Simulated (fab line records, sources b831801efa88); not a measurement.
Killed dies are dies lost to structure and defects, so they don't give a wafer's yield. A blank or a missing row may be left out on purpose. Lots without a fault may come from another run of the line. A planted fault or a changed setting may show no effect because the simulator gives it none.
Which tool did it? | flow sky130 | 12 lots, 36 wafers sampled, at 1 step of a route of 708

WHAT THE GAUGES READ, wafer by wafer
SKY_CAPM_THK_MEAS_01. Usual: CAPM_CVD_00_THK 15.49 nm, standard deviation 0.25.
lot  | measured     | on            | CAPM_CVD_00_THK (nm) | flag
L993 | day 36 05:59 | film_metro-04 | 15.17 15.36 15.64    |
L994 | day 36 21:14 | film_metro-02 | 15.32 15.24 15.72    |
L995 | day 37 03:10 | film_metro-02 | 15.26 15.62 15.61    |
L998 | day 38 03:05 | film_metro-02 | 15.20 15.26 15.60    |
L996 | day 38 03:34 | film_metro-02 | 15.56 15.04 15.53    |
L999 | day 38 14:46 | film_metro-04 | 15.59 15.50 16.09    |
L101 | day 38 22:48 | film_metro-02 | 15.91 15.41 15.52    |
L111 | day 41 17:22 | film_metro-02 | 14.99 15.20 15.63    |
L110 | day 41 18:41 | film_metro-03 | 15.45 15.34 15.62    |
L113 | day 42 14:00 | film_metro-04 | 15.26 15.41 16.10    |
L114 | day 42 22:52 | film_metro-02 | 15.38 15.41 15.54    |
L116 | day 43 12:53 | film_metro-02 | 15.39 15.14 15.89    |

WHICH TOOL RAN EACH LOT (tool, then ch and the chambers of the sampled wafers, then the start)
The record holds no process step before these readings.

WHAT THE TOOLS THEMSELVES READ (means of the sampled wafers that have a number; where no wafer has one, the mark that the record gives instead)
The record holds no such reading with a usual standard deviation.

THE ANSWER, worked out from the rows above alone
Rule: a lot is off if the mean of its wafers that have a number lies more than 3 standard deviations from the usual mean. A lot without any number at a reading at which 4 lots or more have one is off too. The other lots that the step has rows for count as sound. The gauges are gone through in route order, then the tools' own readings, and for those a lot's mean is taken as printed above. The first step at which some lot is off is used, and at that step the reading that is off furthest; a lot without a number counts as furthest.
No lot is off at any reading shown: from this, nothing can be told.

WHAT THE SIMULATOR HAD PUT IN
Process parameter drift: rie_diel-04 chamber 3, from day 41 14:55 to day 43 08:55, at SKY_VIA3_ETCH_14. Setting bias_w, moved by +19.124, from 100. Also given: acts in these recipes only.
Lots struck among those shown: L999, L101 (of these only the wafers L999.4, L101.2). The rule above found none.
